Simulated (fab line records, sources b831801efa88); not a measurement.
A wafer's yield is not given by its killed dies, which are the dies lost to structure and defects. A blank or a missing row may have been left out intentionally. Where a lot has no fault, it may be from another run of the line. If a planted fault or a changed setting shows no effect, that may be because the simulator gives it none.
Problem report, 8D (eight disciplines) form, completed by code    flow gf180mcu    the parts of the form that need people (team, actions taken, sign-off) are left out

## 1. PROBLEM STATEMENT
spike-tc-upper-C at GF_DUAL_GATE_OXIDATION_15 reads a mean of 811.3 C on 6 wafers of 2 lots; wafers without a fault read 850.3 C with a standard deviation of 0.98. That puts it -40 standard deviations away from the usual mean.
The step: stabilise 600 s, purge 300 s, target thk 7.098 nm.
Earliest sighting: wafer L921.2 on furnace-01 at day 12 22:50. Wafers with a number at this step in the record: 42, from 14 lots. By rule, "out" or "out of limits" means more than 4 standard deviations away from the usual mean. The rest of the wafers with a number are treated as sound.

## 2. WHAT IT IS, WHAT IT ISN'T
question                     is                                                                             is not
which readings at this step  spike-tc-upper-C, spike-tc-centre-C, zone-power-top-pct, zone-power-upper-pct  -
which lots                   L921, L922                                                                     L904, L905, L907, L908, L909, L910, L912, L913, L914, L915, L916, L917
which wafers of those lots   all that have a number                                                         -
read on which tools          furnace-01                                                                     furnace-02
when                         from day 12 22:50                                                              up to then (36 sound wafers)

## 3. THE SUSPECTS, EACH WITH WHAT RULES IT OUT
Counting: a tool at any process step up to the reading remains a suspect when it ran all the lots that are out and ran no sound lot after the first of those.
- furnace-01 at GF_DUAL_GATE_OXIDATION_15 (stabilise 600 s, purge 300 s, target thk 7.098 nm): kept. All lots that are out passed through it, beginning with L921 at day 12 22:50, and no sound lot followed; its final sound lot before that point was L917 at day 12 03:08. Its own spike-tc-centre-C, spike-tc-upper-C, zone-power-top-pct, zone-power-upper-pct readings are out on those wafers.
Left after counting: furnace-01 at GF_DUAL_GATE_OXIDATION_15.

## 4. THE CAUSE (what the simulator had put in)
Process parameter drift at GF_DUAL_GATE_OXIDATION_15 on furnace-01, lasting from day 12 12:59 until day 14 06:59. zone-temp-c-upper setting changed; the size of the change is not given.
Counting left only this tool.

## 5. THE EFFECT CHAIN, in route order
One row per reading whose mean, taken over the struck wafers that have a number, lies over 3 standard deviations from the usual. Readings are gone through only where the record gives a usual standard deviation; hours: the median, over the lots, of the time from a lot's start at the first step in this table giving one to that lot's start at this step; sigmas: the change measured in usual standard deviations.
hours  step                       reading               usual    on struck wafers  change  sigmas
0      GF_DUAL_GATE_OXIDATION_15  spike-tc-centre-C     850.5 C  855.6             +5.1    +5.2
0      GF_DUAL_GATE_OXIDATION_15  spike-tc-upper-C      850.3 C  811.3             -39.0   -40
0      GF_DUAL_GATE_OXIDATION_15  zone-power-lower-pct  14.66 %  13.94             -0.72   -3.5
0      GF_DUAL_GATE_OXIDATION_15  zone-power-top-pct    31.0 %   38.5              +7.5    +16
0      GF_DUAL_GATE_OXIDATION_15  zone-power-upper-pct  16.0 %   2.0               -14.0   -16
Here are the process steps it includes:
- GF_DUAL_GATE_OXIDATION_15: stabilise 600 s, purge 300 s, target thk 7.098 nm.
Later measuring or inspecting steps at which every struck wafer that the step has a row for has a number for every such reading, and none has moved that far: GF_M1_CD_MEAS_14.

## 6. WHAT WOULD HAVE CAUGHT IT SOONER
First out-of-limits reading in this record: day 12 22:50, which is 10 hours after fault onset at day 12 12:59.
